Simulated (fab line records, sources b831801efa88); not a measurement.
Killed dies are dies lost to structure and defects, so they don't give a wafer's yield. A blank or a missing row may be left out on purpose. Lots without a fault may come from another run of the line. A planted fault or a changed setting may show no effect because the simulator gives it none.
One fault seen from 2 desks | flow gf180mcu | each desk has only its own numbers; what lay behind them comes last

THE METROLOGY DESK
What the gauges read, lot by lot, whatever tool the lot ran on: means of the sampled wafers that have a number. A lot is out of limits, marked OUT, if its mean lies more than 4 standard deviations from the usual mean; the brackets give that distance.
Columns: A = STI_OXIDATION_THK at GF_STI_THK_MEAS_02, usual 9.97 nm
lot  | first seen here | A
L853 | day 1 13:31     | 9.92
L855 | day 1 21:53     | 10.09
L857 | day 2 07:31     | 9.63
L860 | day 2 22:31     | 9.91
L864 | day 3 19:13     | 10.28
L865 | day 4 00:00     | 9.89
L866 | day 4 04:31     | 6.95 (-15) OUT
L867 | day 4 09:49     | 9.83
L868 | day 4 15:47     | 6.62 (-17) OUT
L870 | day 5 00:56     | 9.65
L876 | day 6 06:54     | 10.01
This desk's finding: out of limits on L866, L868; first on L866, day 4 04:31 (STI_OXIDATION_THK at GF_STI_THK_MEAS_02). In limits: L853, L855, L857, L860, L864, L865, L867, L870, L876.

THE TOOL OWNER'S DESK: furnace-01
The tool's own readings at GF_STI_OXIDATION_01 (stabilise 600 s, purge 300 s, target thk 10 nm): means of the sampled wafers that have a number, for each lot that ran on this tool. A lot is out of limits, marked OUT, if its mean lies more than 4 standard deviations from the usual mean; the brackets give that distance. Of its 10 readings 7 are shown: the one that was out of limits first, and those that lie furthest out on some lot.
Columns: A = spike_tc_bottom_C at GF_STI_OXIDATION_01, usual 915 C; B = spike_tc_centre_C at GF_STI_OXIDATION_01, usual 900.6 C; C = spike_tc_lower_C at GF_STI_OXIDATION_01, usual 899.9 C; D = spike_tc_top_C at GF_STI_OXIDATION_01, usual 914.2 C; E = spike_tc_upper_C at GF_STI_OXIDATION_01, usual 900.6 C; F = tube_center_temp_C at GF_STI_OXIDATION_01, usual 900.01 C; G = tube_center_temp_C_max at GF_STI_OXIDATION_01, usual 902.3
lot  | first seen here | A              | B               | C               | D               | E               | F                        | G
L857 | day 2 06:07     | 920            | 900.5           | 900.0           | 913.2           | 899.7           | 900.01                   | 902.1
L860 | day 2 21:07     | 921            | 900.6           | 900.3           | 912.9           | 899.8           | 900.07                   | 902.6
L864 | day 3 17:49     | 921            | 900.8           | 900.0           | 912.5           | 900.6           | 900.03                   | 902.4
L865 | day 3 22:35     | 921            | 901.2           | 899.8           | 912.3           | 900.3           | 900.03                   | 902.1
L866 | day 4 03:07     | 888 (-4.9) OUT | 867.2 (-34) OUT | 867.5 (-32) OUT | 880.3 (-20) OUT | 867.8 (-30) OUT | 867.13 (-99 or more) OUT | 869.6 (-94) OUT
L868 | day 4 14:23     | 889 (-4.8) OUT | 868.3 (-33) OUT | 867.2 (-33) OUT | 881.8 (-19) OUT | 866.6 (-31) OUT | 867.06 (-99 or more) OUT | 869.4 (-94) OUT
This desk's finding: out of limits on L866, L868; first on L866, day 4 03:07 (spike_tc_bottom_C at GF_STI_OXIDATION_01). In limits: L857, L860, L864, L865.

PUT TOGETHER
The tool owner's desk could have raised an alarm at day 4 03:07, on L866, L868.
The metrology desk could have raised an alarm at day 4 04:31, on L866, L868.
Of the lots named, all ran GF_STI_OXIDATION_01 on furnace-01.

WHAT THE SIMULATOR HAD PUT IN
Process parameter drift: furnace-01, from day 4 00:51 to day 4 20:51, at GF_STI_OXIDATION_01. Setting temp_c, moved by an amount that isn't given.
Lots struck among those shown: L866, L868.
Hours from the fault's start to each desk's first reading out of limits: the tool owner's desk, 2; the metrology desk, 4.
